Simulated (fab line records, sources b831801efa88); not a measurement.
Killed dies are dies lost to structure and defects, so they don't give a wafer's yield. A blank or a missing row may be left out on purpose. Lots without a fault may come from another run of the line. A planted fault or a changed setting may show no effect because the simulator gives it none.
Which tool did it? | flow sky130 | 6 lots, 18 wafers sampled, at 4 steps of a route of 708

WHAT THE GAUGES READ, wafer by wafer
SKY_CAP2M_RS_MEAS_03: measures by four-point-probe.
lot  | measured     | on            | CAP2M_TIN_RS (ohm/sq)
L691 | day 40 12:02 | film_metro-04 | 7.04 6.99 7.00
L693 | day 41 03:13 | film_metro-02 | 6.76 6.79 6.73
L699 | day 43 02:40 | film_metro-01 | 6.92 6.90 6.79
L704 | day 44 06:55 | film_metro-01 | 6.94 6.93 6.91
L708 | day 45 09:48 | film_metro-02 | 7.01 7.03 6.95
L711 | day 45 22:47 | film_metro-02 | 6.79 6.88 6.82

WHICH TOOL RAN EACH LOT (tool, then ch and the chambers of the sampled wafers, then the start)
lot  | SKY_VIA3_SPUTTER_20          | SKY_METAL4_SPUTTER_03        | SKY_CAP2M_SPUTTER_02
L691 | pvd_sputter-01, day 40 10:58 | pvd_sputter-04, day 40 11:43 | pvd_sputter-01, day 40 11:52
L693 | pvd_sputter-01, day 41 02:10 | pvd_sputter-01, day 41 02:55 | pvd_sputter-04, day 41 03:04
L699 | pvd_sputter-03, day 43 01:38 | pvd_sputter-01, day 43 02:23 | pvd_sputter-04, day 43 02:32
L704 | pvd_sputter-02, day 44 05:51 | pvd_sputter-02, day 44 06:36 | pvd_sputter-01, day 44 06:45
L708 | pvd_sputter-01, day 45 08:37 | pvd_sputter-01, day 45 09:30 | pvd_sputter-04, day 45 09:39
L711 | pvd_sputter-02, day 45 21:46 | pvd_sputter-04, day 45 22:31 | pvd_sputter-03, day 45 22:40
- SKY_VIA3_SPUTTER_20: material TiN, target thk 20 nm, time 80 s.
- SKY_METAL4_SPUTTER_03: material Ti, target thk 5 nm, time 3.3 s.
- SKY_CAP2M_SPUTTER_02: material TiN, target thk 200 nm, time 166.7 s.

THE ANSWER, worked out from the rows above alone
Rule: what is usual is taken from the lots themselves. Put in order of their means at a reading, lots are off if they are a third of the lots or fewer, leave a main group of 4 or more, and stand apart from it by a gap of 3 or more times the standard deviation of the main group's means; of several such gaps the widest counts. A main group whose means are all the same, to the digits that the tables above print for the reading, isn't used. A lot without any number at a reading at which 4 lots or more have one is off too. The other lots that the step has rows for count as sound.
No lot is off at any reading shown: from this, nothing can be told.

WHAT THE SIMULATOR HAD PUT IN
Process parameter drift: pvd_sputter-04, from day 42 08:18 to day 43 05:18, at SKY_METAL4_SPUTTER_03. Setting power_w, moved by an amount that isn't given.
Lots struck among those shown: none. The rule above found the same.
